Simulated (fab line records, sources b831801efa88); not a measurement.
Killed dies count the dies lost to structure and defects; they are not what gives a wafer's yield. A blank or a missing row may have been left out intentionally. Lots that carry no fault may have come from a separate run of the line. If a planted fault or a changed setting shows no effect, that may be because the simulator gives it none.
Matching of chambers ; flow sky130 ; rie-diel-04 running SKY_CONTACT_ETCH_17: 4 sister chambers
The step etches SiO2 in C4F8/O2/Ar, stops on Si3N4, target depth 340 nm. 8 wafers are shown with their chamber, then 10 later ones without.

## WAFERS PAIRED WITH THEIR CHAMBERS
wafer;chamber;oes-product-au (a.u.)
L077.4;2;0.889
L081.5;1;0.892
L081.6;3;0.896
L084.1;0;0.895
L084.5;0;0.899
L084.6;1;0.899
L085.3;3;0.891
L085.5;2;0.904

## WAFERS WITH NO CHAMBER GIVEN
wafer;oes-product-au (a.u.)
L085.6;0.892
L087.2;0.898
L087.3;0.898
L087.5;0.887
L091.3;0.885
L091.4;0.897
L091.5;0.890
L096.3;0.895
L096.5;0.896
L096.6;0.884

## WHICH CHAMBER EACH WENT THROUGH
wafer;from the rows above;in truth
L085.6;can't be placed: 3 or 1 or 2 or 0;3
L087.2;can't be placed: 0 or 2 or 1 or 3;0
L087.3;can't be placed: 0 or 2 or 1 or 3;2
L087.5;can't be placed: 3 or 1 or 2 or 0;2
L091.3;can't be placed: 3 or 1 or 2 or 0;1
L091.4;can't be placed: 0 or 2 or 1 or 3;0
L091.5;can't be placed: 3 or 1 or 2 or 0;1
L096.3;can't be placed: 1 or 2 or 3 or 0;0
L096.5;can't be placed: 1 or 2 or 0 or 3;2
L096.6;can't be placed: 3 or 1 or 2 or 0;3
Placed correctly: 0 of 10. Can't be placed from these rows: 10 (the true chamber is among the candidates in 10). Wrongly placed: 0.
How it was worked out, from the rows above alone: a wafer's distance from a chamber is the root of the sum, over the readings, of the square of ((its reading less the chamber's mean) divided by the reading's scatter). If the next closest chamber is less than 2 further off than the closest, the wafer can't be placed; otherwise it belongs to the closest. A chamber's mean is the mean of its shown wafers. The scatter is the square root of a quotient: the sum, over the shown wafers, of each reading's squared deviation from its chamber's mean, divided by wafers minus chambers.
